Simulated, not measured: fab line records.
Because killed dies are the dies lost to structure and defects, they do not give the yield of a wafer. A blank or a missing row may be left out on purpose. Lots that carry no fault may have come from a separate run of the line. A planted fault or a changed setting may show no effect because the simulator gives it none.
Problem report in the 8D (eight disciplines) form, filled by code / flow gf180mcu / the parts of the form that need people (team, actions taken, sign-off) are left out

1. THE PROBLEM
Across 6 wafers from 2 lots, HV_LDD_CVD_54_THK at GF_HV_LDD_THK_MEAS_55 averages 12.63 nm, while fault-free wafers read 9.99 nm with a standard deviation of 0.11. Relative to the usual mean, that is a shift of +24 standard deviations.
Earliest sighting: wafer L637.3 on filmMetro-02 at day 15 10:32. At this step, 39 wafers from 13 lots have a number in the record. Rule for "out", or "out of limits": more than 4 standard deviations from the usual mean. The other wafers with a number count as sound.

2. WHAT IT IS AND WHAT IT IS NOT
question=which readings at this step | is=HV_LDD_CVD_54_THK | is not=-
question=which lots | is=L637, L639 | is not=L628, L629, L630, L631, L632, L635, L647, L648, L649, L650, L651
question=which wafers of those lots | is=all that have a number | is not=-
question=read on which gauges | is=filmMetro-02, filmMetro-03 | is not=filmMetro-04
question=when | is=from day 15 10:32 | is not=up to then (18 sound wafers); but 15 sound wafers of L647, L648, L649, L650, L651 came after

3. WHAT RULES OUT EACH SUSPECT
Counting: a tool at a process step up to the reading stays a suspect if it ran every lot that is out and no sound lot after the first of them.
- the gauge at GF_HV_LDD_THK_MEAS_55 is ruled out. The wafers that are out were read on 2 gauges (filmMetro-02, filmMetro-03).
- lpcvd-02 at GF_HV_LDD_CVD_54 (deposits SiO2 from TEOS, target thk 10 nm, time 75 s): ruled out as a lasting fault. Following L637 (day 15 09:29), the first lot on it that is out, the sound lots L647, L648, L649, L651 were run on it.
Left after counting: nothing in the record.

4. THE CAUSE (what the simulator had put in)
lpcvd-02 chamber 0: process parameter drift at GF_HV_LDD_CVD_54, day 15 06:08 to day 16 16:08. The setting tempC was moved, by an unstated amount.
It was ruled out by counting, in error; the rule expects a fault to strike all lots run on its tool from its start on, and this fault did not.

5. THE EFFECT CHAIN, in route order
Each row: a reading where the mean over the struck wafers with a number is more than 3 standard deviations away from the usual. Only readings for which the record gives a usual standard deviation are gone through. hours: the time from each lot's start at the first step in this table that gives one to its start at this step, as a median over the lots. sigmas: the change in usual standard deviations.
hours=0; step=GF_HV_LDD_CVD_54; reading=spikeTcBottomC; usual=701.5 C; on struck wafers=709.7; change=+8.2; sigmas=+4.8
hours=0; step=GF_HV_LDD_CVD_54; reading=spikeTcCentreC; usual=680.0 C; on struck wafers=689.4; change=+9.4; sigmas=+9.4
hours=0; step=GF_HV_LDD_CVD_54; reading=spikeTcLowerC; usual=679.7 C; on struck wafers=688.9; change=+9.2; sigmas=+6.6
hours=0; step=GF_HV_LDD_CVD_54; reading=spikeTcTopC; usual=696.3 C; on struck wafers=705.6; change=+9.3; sigmas=+4.0
hours=0; step=GF_HV_LDD_CVD_54; reading=spikeTcUpperC; usual=680.7 C; on struck wafers=691.6; change=+10.9; sigmas=+7.8
hours=1; step=GF_HV_LDD_THK_MEAS_55; reading=HV_LDD_CVD_54_THK; usual=9.99 nm; on struck wafers=12.63; change=+2.64; sigmas=+24
Process steps it contains:
- GF_HV_LDD_CVD_54: deposits SiO2 from TEOS, target thk 10 nm, time 75 s.
At these later measuring or inspecting steps, every struck wafer for which the step has a row has a number for every such reading, and none has moved that far: GF_NSD_TW_MEAS_12, GF_PSD_OVL_MEAS_08.

6. WHAT WOULD HAVE CAUGHT IT SOONER
The first out-of-limits reading at a measuring or inspecting step in this record came at day 15 10:32, 4 hours after the fault's start at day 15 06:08.
At GF_HV_LDD_CVD_54, the tool's own readings (spikeTcBottomC, spikeTcCentreC, spikeTcLowerC, spikeTcUpperC) were out on each struck wafer the step has a row for, so an alarm limit on them would have fired on the first such wafer.
